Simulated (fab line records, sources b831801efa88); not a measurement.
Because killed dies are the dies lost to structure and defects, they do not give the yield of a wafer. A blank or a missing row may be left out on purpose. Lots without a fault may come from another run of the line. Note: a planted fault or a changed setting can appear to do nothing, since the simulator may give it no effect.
Code-filled problem report in 8D (eight disciplines) form :: flow gf180mcu :: the parts of the form that need people (team, actions taken, sign-off) are left out

== 1. WHAT IS WRONG ==
Across 6 wafers from 2 lots, HV_LDD_CVD_56_THK at GF_HV_LDD_THK_MEAS_57 averages 60.3 nm, while fault-free wafers read 89.8 nm with a standard deviation of 0.84. That is -35 standard deviations from the usual mean.
First observed at day 18 03:53: wafer L520.3, on film_metro-01. Wafers with a number at this step in the record: 36, from 12 lots. The rule behind "out" and "out of limits": a value lying over 4 standard deviations away from the usual mean. The other wafers with a number count as sound.

== 2. WHAT IT IS; WHAT IT IS NOT ==
question: which readings at this step
is: HV_LDD_CVD_56_THK
is not: -

question: which lots
is: L520, L522
is not: L504, L506, L508, L509, L511, L512, L514, L523, L525, L527

question: which wafers of those lots
is: all that have a number
is not: -

question: read on which gauges
is: film_metro-01, film_metro-04
is not: film_metro-02

question: when
is: from day 18 03:53
is not: up to then (21 sound wafers); but 9 sound wafers of L523, L525, L527 came after

== 3. SUSPECTS, AND WHAT RULES EACH OUT ==
Counting: a tool stays on the suspect list if, at a process step up to the reading, it processed all lots that are out and no sound lot following the first of them.
- the gauge at GF_HV_LDD_THK_MEAS_57: ruled out. 2 gauges (film_metro-01, film_metro-04) read the wafers that are out.
- lpcvd-02 at GF_HV_LDD_CVD_56 (deposits Si3N4 from DCS/NH3, target thk 90 nm, time 1543 s): kept. It ran every lot that is out, first L520 (day 18 02:26), and no sound lot after that; its last sound lot up to then is L512 (day 15 10:23). Out on those wafers are its own readings of spike_tc_bottom_C, spike_tc_centre_C, spike_tc_lower_C, spike_tc_top_C, spike_tc_upper_C, susceptor_temp_C.
After counting, what remains is lpcvd-02 at GF_HV_LDD_CVD_56.

== 4. THE CAUSE (what the simulator had put in) ==
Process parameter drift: lpcvd-02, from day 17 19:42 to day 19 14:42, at GF_HV_LDD_CVD_56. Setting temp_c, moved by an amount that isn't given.
After counting, this tool was the only one left.

== 5. SEQUENCE OF EFFECTS, ordered by route ==
Rows list readings where the struck wafers' mean (over those with a number) sits beyond 3 standard deviations from the usual. Scope: only readings with a usual standard deviation given in the record; hours: median across lots of the time from each lot's start at the first step in this table that gives one to its start at this step; sigmas: change in usual standard deviations.
hours: 0
step: GF_HV_LDD_CVD_56
reading: spike_tc_bottom_C
usual: 790 C
on struck wafers: 769
change: -21
sigmas: -6.5

hours: 0
step: GF_HV_LDD_CVD_56
reading: spike_tc_centre_C
usual: 770.3 C
on struck wafers: 749.9
change: -20.4
sigmas: -17

hours: 0
step: GF_HV_LDD_CVD_56
reading: spike_tc_lower_C
usual: 771.5 C
on struck wafers: 749.8
change: -21.7
sigmas: -14

hours: 0
step: GF_HV_LDD_CVD_56
reading: spike_tc_top_C
usual: 785 C
on struck wafers: 766
change: -19
sigmas: -5.5

hours: 0
step: GF_HV_LDD_CVD_56
reading: spike_tc_upper_C
usual: 770.0 C
on struck wafers: 749.2
change: -20.8
sigmas: -21

hours: 0
step: GF_HV_LDD_CVD_56
reading: susceptor_temp_C
usual: 770.0 C
on struck wafers: 749.6
change: -20.4
sigmas: -62

hours: 1
step: GF_HV_LDD_THK_MEAS_57
reading: HV_LDD_CVD_56_THK
usual: 89.8 nm
on struck wafers: 60.3
change: -29.5
sigmas: -35

hours: 1
step: GF_HV_LDD_ETCHBACK_58
reading: oes_product_au
usual: 0.842 a.u.
on struck wafers: 0.689
change: -0.153
sigmas: -22
It contains these process steps:
- GF_HV_LDD_CVD_56: deposits Si3N4 from DCS/NH3, target thk 90 nm, time 1543 s.
- GF_HV_LDD_ETCHBACK_58: etches Si3N4 in CH3F/O2, stops on SiO2, time 100 s, target depth 90 nm.

== 6. HOW IT WOULD HAVE BEEN CAUGHT EARLIER ==
In this record the first reading out of limits at a measuring or inspecting step was taken at day 18 03:53, 8 hours after the fault began at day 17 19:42.
Tool's own readings at GF_HV_LDD_CVD_56, spike_tc_bottom_C, spike_tc_centre_C, spike_tc_lower_C, spike_tc_top_C, spike_tc_upper_C, susceptor_temp_C: out on all struck wafers the step has rows for; an alarm limit on them would have tripped on the first.
Among the 2 lots that are out, L522 began GF_HV_LDD_CVD_56 on lpcvd-02 after day 18 03:53. Putting the tool on hold at that point would have spared it.
